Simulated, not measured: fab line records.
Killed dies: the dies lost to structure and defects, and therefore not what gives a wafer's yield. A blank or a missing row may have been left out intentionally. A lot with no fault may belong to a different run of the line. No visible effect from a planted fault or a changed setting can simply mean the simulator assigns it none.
fab line records	flow sky130
record: lots: 6	wafers: 18	lastDay: 50
route steps=708 shown RES_XHIGH@339 SD_N@342 PAD_OPEN@708
lots with no fault: from the same line, run without faults
startH: hours from the record's opening day to when the first of the lot's shown wafers began	waitH: time in hours since the lot's previous step	" the same as in the row above	L1.1+2: one row covering several wafers at once	- no value present, or no start provided	* or withheld: withheld	< > ~ a bound
route shown NAME@n: names a module that has steps shown in the file, with the first one's number in the route	usual: mean/standard deviation taken from wafers without a fault	same: alike in all rows	chamber/n: place in a boat	sites: the reading at each site	_std_site: the standard deviation of these	_edge_site: outer sites' mean less inner sites'	radiusMm: for every site, how far away it sits from the centre of the wafer	mask NAME#n: copy n	behind: tool/chamber where the wafer was last shaped	hold: why the lot was held/for how many hours/how that ended	device: which transistor (n, p or np) failed to switch	end of line: tests run on the same wafers once the route is complete	step lacking rows: just its recipe	killed: count of dies lost to structure and defects at first sort (not the wafer's yield)	map: a wafer's dies, x killed, . not, _ none there
set.NAME: the setting the step ran with; set.NAME@STEP: the setting that earlier step ran with	model.NAME: the simulator's own value behind a step, which no gauge read
certain route steps with their lots: each step a table, each wafer a row
services: the hour from which a tool's chamber was out of use, counted from the record's first day as startH (under 0 if before that day), plus the number of hours and why
== steps ==
step: SKY_RES_XHIGH_IMPLANT_07
recipe: species: BF2	energyKev: 20	doseCm2: 3.6e+14	tiltDeg: 0
step: SKY_RES_XHIGH_STRIP_08
recipe: chemistry: O2/N2	powerW: 1400	pressureMtorr: 1500	platenTempC: withheld	o2FlowSccm: 3000	n2FlowSccm: 300	overashFraction: 0.5
usual: drypumpMotorCurrentA: 5.8/0.33	oesProductAu: 0.710/0.0051	stripTimeToEndpointS: 14.27/0.038
lot.wafer	tool	chamber	startH	waitH	drypumpMotorCurrentA	oesProductAu	rfHoursCounterH	stripTimeToEndpointS
L439.1	plasmaAsher-01	0	726.18	0.1	5.6	0.711	29	14.31
L439.4	"	1	"	"	6.0	0.709	-	14.29
L439.5	"	1	"	"	6.0	0.712	-	14.30
L442.2	plasmaAsher-03	1	734.53	0.1	5.6	0.706	63	14.30
L442.4	"	0	"	"	6.1	0.716	-	14.24
L442.6	"	1	"	"	5.6	0.707	-	14.30
L438.1	plasmaAsher-01	1	737.53	0.1	6.1	0.711	30	14.26
L438.4	"	0	"	"	5.7	0.714	-	14.29
L438.6	"	0	"	"	5.6	0.710	-	14.24
L445.1	plasmaAsher-01	0	744.29	0.1	5.6	0.698	31	14.29
L445.4	"	1	"	"	6.0	0.706	-	14.29
L445.6	"	0	"	"	5.6	0.714	-	14.29
L449.1	plasmaAsher-02	0	770.75	0.1	5.2	0.706	3	14.33
L449.2	"	1	"	"	4.7	0.711	3	14.34
L449.6	"	1	"	"	4.7	0.706	-	14.32
L452.1	plasmaAsher-01	1	794.35	0.1	6.1	0.716	36	14.25
L452.3	"	0	"	"	5.6	0.715	-	14.29
L452.4	"	1	"	"	6.1	0.709	-	14.27
step: SKY_RES_XHIGH_TW_MEAS_09
usual: RES_XHIGH_TW: 1653/15
lot.wafer	tool	chamber	startH	waitH	RES_XHIGH_TW
L439.1	filmMetro-02	-	726.28	0.1	1634
L439.4	"	-	"	"	1624
L439.5	"	-	"	"	1637
L442.2	filmMetro-02	-	734.64	0.1	1635
L442.4	"	-	"	"	1634
L442.6	"	-	"	"	1635
L438.1	filmMetro-04	-	737.63	0.1	1668
L438.4	"	-	"	"	1666
L438.6	"	-	"	"	1666
L445.1	filmMetro-04	-	744.41	0.1	1664
L445.4	"	-	"	"	1665
L445.6	"	-	"	"	1670
L449.1	filmMetro-02	-	770.85	0.1	1640
L449.2	"	-	"	"	1644
L449.6	"	-	"	"	1645
L452.1	filmMetro-04	-	794.45	0.1	1667
L452.3	"	-	"	"	1670
L452.4	"	-	"	"	1662
step: SKY_SD_N_DEHYDRATE_00
recipe: tempC: 200	timeS: 60
step: SKY_SD_N_HMDS_01
recipe: primeTimeS: 60	primeTempC: 120
step: SKY_SD_N_COAT_02
recipe: resist: NOVOLAK	spinRpm: 3060	resistThkNm: 1140
step: SKY_SD_N_SOFTBAKE_03
recipe: tempC: 90	timeS: 60	resist: NOVOLAK
step: SKY_SD_N_EXPOSE_04
recipe: maskId: NSDM	na: 0.6	sourceShape: conventional	sigmaOuter: 0.6	polarization: unpolarized	targetCdNm: 380	doseMj: 141
step: SKY_SD_N_PEB_05
recipe: tempC: withheld	timeS: *	resist: NOVOLAK
step: SKY_SD_N_DEVELOP_06
recipe: resist: NOVOLAK	developer: TMAH	developTimeS: 60	devTempC: 23
step: SKY_SD_N_CD_MEAS_07
recipe: targetCdNm: 380
usual: cdNm: 380.3/2.7
lot.wafer	tool	chamber	startH	waitH	cdNm
L439.1	cdSem-01	-	752.97	0.1	379.9
L439.4	"	-	"	"	382.4
L439.5	"	-	"	"	381.8
L442.2	cdSem-02	-	760.49	0.1	379.8
L442.4	"	-	"	"	381.6
L442.6	"	-	"	"	382.1
L438.1	cdSem-01	-	764.32	0.1	385.2
L438.4	"	-	"	"	384.8
L438.6	"	-	"	"	384.0
L445.1	cdSem-01	-	770.17	0.1	378.2
L445.4	"	-	"	"	378.3
L445.6	"	-	"	"	376.7
L449.1	cdSem-01	-	796.73	0.1	376.5
L449.2	"	-	"	"	377.4
L449.6	"	-	"	"	375.5
L452.1	cdSem-01	-	821.03	0.1	378.1
L452.3	"	-	"	"	379.3
L452.4	"	-	"	"	379.8
step: SKY_SD_N_OVL_MEAS_08
usual: SD_N_OVL: 0.2/1.1
lot.wafer	tool	chamber	startH	waitH	SD_N_OVL[nm]
L439.1	overlay-02	-	753.09	0.1	0.1
L439.4	"	-	"	"	0.7
L439.5	"	-	"	"	-1.0
L442.2	overlay-02	-	760.60	0.1	0.9
L442.4	"	-	"	"	-1.2
L442.6	"	-	"	"	-1.0
L438.1	overlay-02	-	764.44	0.1	-1.0
L438.4	"	-	"	"	0.5
L438.6	"	-	"	"	-0.2
L445.1	overlay-01	-	770.29	0.1	1.2
L445.4	"	-	"	"	0.6
L445.6	"	-	"	"	1.0
L449.1	overlay-01	-	796.85	0.1	-0.7
L449.2	"	-	"	"	-0.9
L449.6	"	-	"	"	-1.6
L452.1	overlay-01	-	821.15	0.1	0.1
L452.3	"	-	"	"	-0.7
L452.4	"	-	"	"	-0.2
step: SKY_SD_N_IMPLANT_09
recipe: species: As	energyKev: 50	doseCm2: 4e+15	tiltDeg: 0
usual: beamEnergyKeV: 50.003/0.015
lot.wafer	tool	chamber	startH	waitH	beamEnergyKeV	model.implant.rpNm	model.implant.drpNm
L439.1	implanter-03	0	753.13	0.0	49.987	31.48	14.11
L439.4	"	0	"	"	50.008	31.48	14.11
L439.5	"	0	"	"	49.991	31.48	14.11
L442.2	implanter-02	0	760.65	0.0	50.009	32.51	14.11
L442.4	"	0	"	"	50.016	32.51	14.11
L442.6	"	0	"	"	50.032	32.51	14.11
L438.1	implanter-02	0	764.48	0.0	39.919	27.11	11.94
L438.4	"	0	"	"	39.933	27.11	11.94
L438.6	"	0	"	"	39.917	27.11	11.94
L445.1	implanter-02	0	770.33	0.0	39.899	25.97	11.94
L445.4	"	0	"	"	39.920	25.97	11.94
L445.6	"	0	"	"	39.910	25.97	11.94
L449.1	implanter-03	0	796.89	0.0	50.012	31.69	14.11
L449.2	"	0	"	"	50.001	31.69	14.11
L449.6	"	0	"	"	50.001	31.69	14.11
L452.1	implanter-04	0	821.19	0.0	49.989	31.99	14.11
L452.3	"	0	"	"	50.002	31.99	14.11
L452.4	"	0	"	"	49.993	31.99	14.11
step: SKY_SD_N_IMPLANT_10
recipe: species: P	energyKev: 20	doseCm2: 1e+14	tiltDeg: 0
step: SKY_SD_N_STRIP_11
recipe: chemistry: O2/N2	powerW: 1400	pressureMtorr: 1500	platenTempC: withheld	o2FlowSccm: 3000	n2FlowSccm: 300	overashFraction: 0.5
usual: drypumpMotorCurrentA: 5.7/0.46	oesProductAu: 0.526/0.0045	stripTimeToEndpointS: 22.43/0.038
lot.wafer	tool	chamber	startH	waitH	drypumpMotorCurrentA	oesProductAu	rfHoursCounterH	stripTimeToEndpointS
L439.1	plasmaAsher-02	1	753.43	0.1	4.7	0.521	1	22.40
L439.4	"	0	"	"	5.2	0.527	-	22.43
L439.5	"	1	"	"	4.8	0.527	-	22.43
L442.2	plasmaAsher-03	0	760.93	0.1	6.2	0.531	66	22.44
L442.4	"	1	"	"	5.7	0.521	-	22.47
L442.6	"	1	"	"	5.6	0.534	-	22.49
L438.1	plasmaAsher-03	0	764.78	0.1	6.1	0.550	66	20.89
L438.4	"	1	"	"	5.7	0.549	-	20.89
L438.6	"	0	"	"	6.1	0.545	-	20.90
L445.1	plasmaAsher-03	0	770.63	0.1	6.1	0.546	67	20.92
L445.4	"	0	"	"	6.1	0.552	-	20.90
L445.6	"	1	"	"	5.6	0.541	-	20.90
L449.1	plasmaAsher-04	1	797.19	0.1	5.5	0.531	102	22.38
L449.2	"	0	"	"	6.2	0.521	102	22.39
L449.6	"	1	"	"	5.6	0.528	-	22.39
L452.1	plasmaAsher-03	1	821.49	0.1	5.7	0.529	72	22.43
L452.3	"	0	"	"	6.1	0.534	-	22.36
L452.4	"	1	"	"	5.7	0.520	-	22.39
step: SKY_SD_N_TW_MEAS_12
usual: SD_N_TW: 4019/32
lot.wafer	tool	chamber	startH	waitH	hold	SD_N_TW
L439.1	filmMetro-04	-	753.53	0.1	-	4013
L439.4	"	-	"	"	-	4027
L439.5	"	-	"	"	-	4065
L442.2	filmMetro-02	-	761.04	0.1	-	3991
L442.4	"	-	"	"	-	4004
L442.6	"	-	"	"	-	4009
L438.1	filmMetro-04	-	764.94	0.1	awaitDispo/0.2h/release	3805
L438.4	"	-	"	"	awaitDispo/0.2h/release	3826
L438.6	"	-	"	"	awaitDispo/0.2h/release	3800
L438.1	filmMetro-04	-	765.25	0.3	-	3830
L438.4	"	-	"	"	-	3820
L438.6	"	-	"	"	-	3819
L445.1	filmMetro-04	-	770.73	0.1	awaitDispo/0.2h/release	3804
L445.4	"	-	"	"	awaitDispo/0.2h/release	3811
L445.6	"	-	"	"	awaitDispo/0.2h/release	3823
L445.1	filmMetro-04	-	771.01	0.3	-	3840
L445.4	"	-	"	"	-	3833
L445.6	"	-	"	"	-	3798
L449.1	filmMetro-04	-	797.29	0.1	-	4016
L449.2	"	-	"	"	-	4027
L449.6	"	-	"	"	-	4021
L452.1	filmMetro-02	-	821.59	0.1	-	3968
L452.3	"	-	"	"	-	3964
L452.4	"	-	"	"	-	3974
step: SKY_SD_N_RTA_14
recipe: tempC: 1075	timeS: 2	idleTempC: 650	rampUpCPerS: 150	rampDownCPerS: 90	ambient: N2
usual: chamberO2Ppm: 2.000/0.021	lampPowerPct: 15.74/0.052	wafer_temp_C_max: 1078.0/1.2
lot.wafer	tool	chamber	startH	waitH	chamberO2Ppm	lampPowerPct	wafer_temp_C_max
L439.1	rtpAnneal-01	0	753.64	0.0	2.031	15.73	1078.2
L439.4	"	0	"	"	2.025	15.76	1079.1
L439.5	"	0	"	"	2.030	15.73	1078.1
L442.2	rtpAnneal-01	0	761.15	0.0	1.994	15.66	1078.7
L442.4	"	0	"	"	2.000	15.73	1078.8
L442.6	"	0	"	"	1.994	15.78	1077.2
L438.1	rtpAnneal-01	0	768.49	0.0	2.006	15.73	1077.8
L438.4	"	0	"	"	2.025	15.66	1078.0
L438.6	"	0	"	"	2.004	15.76	1079.0
L445.1	rtpAnneal-01	0	773.41	0.0	2.031	15.72	1078.0
L445.4	"	0	"	"	1.986	15.72	1077.8
L445.6	"	0	"	"	2.007	15.66	1075.8
L449.1	rtpAnneal-01	0	797.40	0.0	1.966	15.64	1078.0
L449.2	"	0	"	"	1.986	15.63	1077.7
L449.6	"	0	"	"	1.976	15.67	1078.7
L452.1	rtpAnneal-02	0	821.70	0.0	2.001	15.76	1078.6
L452.3	"	0	"	"	1.990	15.77	1078.6
L452.4	"	0	"	"	2.000	15.70	1076.5
step: SKY_SD_N_RS_MEAS_16
recipe: thkMeasGauge: four-point-probe
usual: SD_N_RS: 68.46/0.13
lot.wafer	tool	chamber	startH	waitH	hold	SD_N_RS[ohm/sq]
L439.1	filmMetro-02	-	753.81	0.1	-	68.41
L439.4	"	-	"	"	-	68.61
L439.5	"	-	"	"	-	68.53
L442.2	filmMetro-04	-	761.36	0.1	-	68.65
L442.4	"	-	"	"	-	68.52
L442.6	"	-	"	"	-	68.37
L438.1	filmMetro-02	-	768.89	0.3	awaitDispo/0.2h/release	76.46
L438.4	"	-	"	"	awaitDispo/0.2h/release	76.28
L438.6	"	-	"	"	awaitDispo/0.2h/release	76.31
L438.1	filmMetro-02	-	769.25	0.3	-	76.45
L438.4	"	-	"	"	-	76.43
L438.6	"	-	"	"	-	76.42
L445.1	filmMetro-04	-	773.58	0.1	awaitDispo/0.2h/release	76.15
L445.4	"	-	"	"	awaitDispo/0.2h/release	76.50
L445.6	"	-	"	"	awaitDispo/0.2h/release	76.34
L445.1	filmMetro-04	-	773.87	0.3	-	76.53
L445.4	"	-	"	"	-	76.42
L445.6	"	-	"	"	-	76.33
L449.1	filmMetro-04	-	797.57	0.1	-	68.57
L449.2	"	-	"	"	-	68.51
L449.6	"	-	"	"	-	68.49
L452.1	filmMetro-04	-	821.88	0.1	-	68.58
L452.3	"	-	"	"	-	68.52
L452.4	"	-	"	"	-	68.72
step: SKY_PAD_OPEN_PROBE_99
usual: defectLimitedYield: 82.7/2	killed_at_M0_to_M3: 42/7.4	killed_at_M4_up: 3.5/1.9	killedAtContacts: 24/5.2	killedAtFrontEnd: 15/4.5	killedDies: 85/9.8	killedOpen: 46/7.6	killedShort: 39/6.5
same: grossDies: 492	killedAtBackSide: 0	killedAtOther: 0
lot.wafer	tool	chamber	startH	waitH	defectLimitedYield[%]	killed_at_M0_to_M3	killed_at_M4_up	killedAtContacts	killedAtFrontEnd	killedDies	killedOpen	killedShort
L439.1	prober-01	-	1151.32	0.1	84.6	46	0	21	9	76	50	26
L439.4	prober-01	-	1151.47	0.2	84.3	34	5	25	13	77	46	31
L439.5	prober-01	-	1151.52	0.2	79.5	58	5	22	16	101	49	52
L442.2	prober-01	-	1160.69	0.1	86.0	30	1	23	15	69	46	23
L442.4	prober-01	-	1160.79	0.2	83.3	41	2	20	19	82	39	43
L442.6	prober-01	-	1160.89	0.2	87.0	28	3	23	10	64	34	30
L449.1	prober-01	-	1185.50	0.4	81.1	48	6	21	18	93	53	40
L449.2	prober-01	-	1185.55	0.4	82.5	35	6	27	18	86	41	45
L449.6	prober-01	-	1185.75	0.5	81.1	43	3	32	15	93	58	35
L452.1	prober-01	-	1200.04	0.1	81.1	48	3	26	16	93	53	40
L452.3	prober-01	-	1200.14	0.2	80.3	49	1	25	22	97	51	46
L452.4	prober-01	-	1200.19	0.2	82.3	29	4	28	26	87	45	42
killed by level:class
L439.1 VIA1:geometricParticle:open=15 LI_CONTACT:geometricParticle:open=8 VIA2:geometricParticle:open=8 VIA3:geometricParticle:open=7 CONTACT:geometricParticle:open=6 LOCAL_INTERCONNECT:geometricParticle:short=4 METAL2:geometricParticle:short=4 METAL3:geometricParticle:short=4
L439.4 CONTACT:geometricParticle:open=10 LI_CONTACT:geometricParticle:open=9 VIA1:geometricParticle:open=9 VIA1:geometricParticle:short=8 FIELD_ISO:geometricParticle:open=4 POLY_GATE:geometricParticle:open=4 METAL2:geometricParticle:short=4 VIA3:geometricParticle:open=4
L439.5 CONTACT:geometricParticle:open=15 METAL1:geometricParticle:short=10 VIA1:geometricParticle:open=9 VIA2:geometricParticle:open=8 VIA1:geometricParticle:short=8 FIELD_ISO:geometricParticle:short=7 METAL2:geometricParticle:short=6 VIA3:geometricParticle:open=6
L442.2 CONTACT:geometricParticle:open=11 VIA3:geometricParticle:open=8 VIA1:geometricParticle:open=8 VIA2:geometricParticle:open=6 LI_CONTACT:geometricParticle:open=5 FIELD_ISO:geometricParticle:open=4 POLY_GATE:geometricParticle:open=4 CONTACT:geometricParticle:short=4
L442.4 VIA1:geometricParticle:open=9 METAL2:geometricParticle:short=8 LI_CONTACT:geometricParticle:open=7 VIA1:geometricParticle:short=7 FIELD_ISO:geometricParticle:short=6 VIA2:geometricParticle:open=6 POLY_GATE:geometricParticle:open=5 CONTACT:geometricParticle:open=5
L442.6 LI_CONTACT:geometricParticle:open=11 METAL1:geometricParticle:short=7 VIA1:geometricParticle:open=6 POLY_GATE:geometricParticle:open=4 VIA3:geometricParticle:open=4 FIELD_ISO:geometricParticle:open=3 LI_CONTACT:geometricParticle:short=3 LOCAL_INTERCONNECT:geometricParticle:short=3
L449.1 VIA2:geometricParticle:open=11 CONTACT:geometricParticle:open=9 VIA1:geometricParticle:open=8 POLY_GATE:geometricParticle:short=5 VIA3:geometricParticle:open=5 CONTACT:geometricParticle:short=5 METAL2:geometricParticle:short=5 METAL4:geometricParticle:short=5
L449.2 VIA1:geometricParticle:open=8 LOCAL_INTERCONNECT:geometricParticle:short=7 CONTACT:geometricParticle:open=6 VIA2:geometricParticle:open=6 METAL2:geometricParticle:short=5 VIA1:geometricParticle:short=5 VIA3:geometricParticle:open=5 POLY_GATE:geometricParticle:short=4
L449.6 CONTACT:geometricParticle:open=15 VIA1:geometricParticle:open=9 VIA2:geometricParticle:open=9 LI_CONTACT:geometricParticle:open=7 VIA3:geometricParticle:open=7 FIELD_ISO:geometricParticle:short=6 CONTACT:geometricParticle:short=5 METAL2:geometricParticle:short=5
L452.1 LI_CONTACT:geometricParticle:open=13 VIA1:geometricParticle:open=12 CONTACT:geometricParticle:open=7 METAL1:geometricParticle:short=7 VIA2:geometricParticle:open=6 VIA3:geometricParticle:open=5 VIA1:geometricParticle:short=4 VIA3:geometricParticle:short=4
L452.3 CONTACT:geometricParticle:open=10 VIA1:geometricParticle:short=9 VIA2:geometricParticle:open=8 VIA1:geometricParticle:open=8 POLY_GATE:geometricParticle:short=7 VIA3:geometricParticle:open=7 POLY_GATE:geometricParticle:open=5 LI_CONTACT:geometricParticle:open=5
L452.4 CONTACT:geometricParticle:open=12 FIELD_ISO:geometricParticle:open=9 FIELD_ISO:geometricParticle:short=8 LOCAL_INTERCONNECT:geometricParticle:short=6 LI_CONTACT:geometricParticle:open=6 METAL3:geometricParticle:short=6 POLY_GATE:geometricParticle:open=4 METAL1:geometricParticle:short=4
== services ==
tool	chamber	startH	hours	kind
plasmaAsher-02	-	724.21	1.7	repair
plasmaAsher-02	-	733.75	9.0	pm
plasmaAsher-02	0	733.75	9.0	ventCycle
plasmaAsher-02	1	733.75	9.0	ventCycle
plasmaAsher-02	0	742.75	-	clean
plasmaAsher-02	1	742.75	-	clean
implanter-04	-	789.57	3.6	pm
implanter-04	-	811.21	5.5	repair
== key ==
firstSign: step: SKY_SD_N_IMPLANT_09	reading: beamEnergyKeV	direction: down	sigmas: 99+	usual: *	struck: *
effect: step: SKY_SD_N_STRIP_11	reading: stripTimeToEndpointS	direction: down	sigmas: 41	usual: *	struck: *
effect: step: SKY_SD_N_TW_MEAS_12	reading: visit	direction: added
effect: step: SKY_SD_N_TW_MEAS_12	reading: SD_N_TW	direction: down	sigmas: 6.4	usual: 4019	struck: 3812
effect: step: SKY_SD_N_RS_MEAS_16	reading: visit	direction: added
effect: step: SKY_SD_N_RS_MEAS_16	reading: SD_N_RS	direction: up	sigmas: 62	usual: 68.46	struck: 76.34
modelEffect: step: SKY_SD_N_IMPLANT_09	value: implant.rpNm	without: 31.83	struck: 26.54
metAt SKY_SD_N_IMPLANT_09
struckWafers L438.1,L438.4,L438.6,L445.1,L445.4,L445.6
scrappedBehind SKY_SD_N_RS_MEAS_16 L438.1,L438.4,L438.6,L445.1,L445.4,L445.6
onsetBetween 760.65 764.48
fault: kind: processParameterDrift	tool: implanter-02	chamber: -	onsetH: 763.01	steps: SKY_SD_N_IMPLANT_09	channel: energyKev	offset: *	shape: step	endH: 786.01	actsIn: *	stated: *
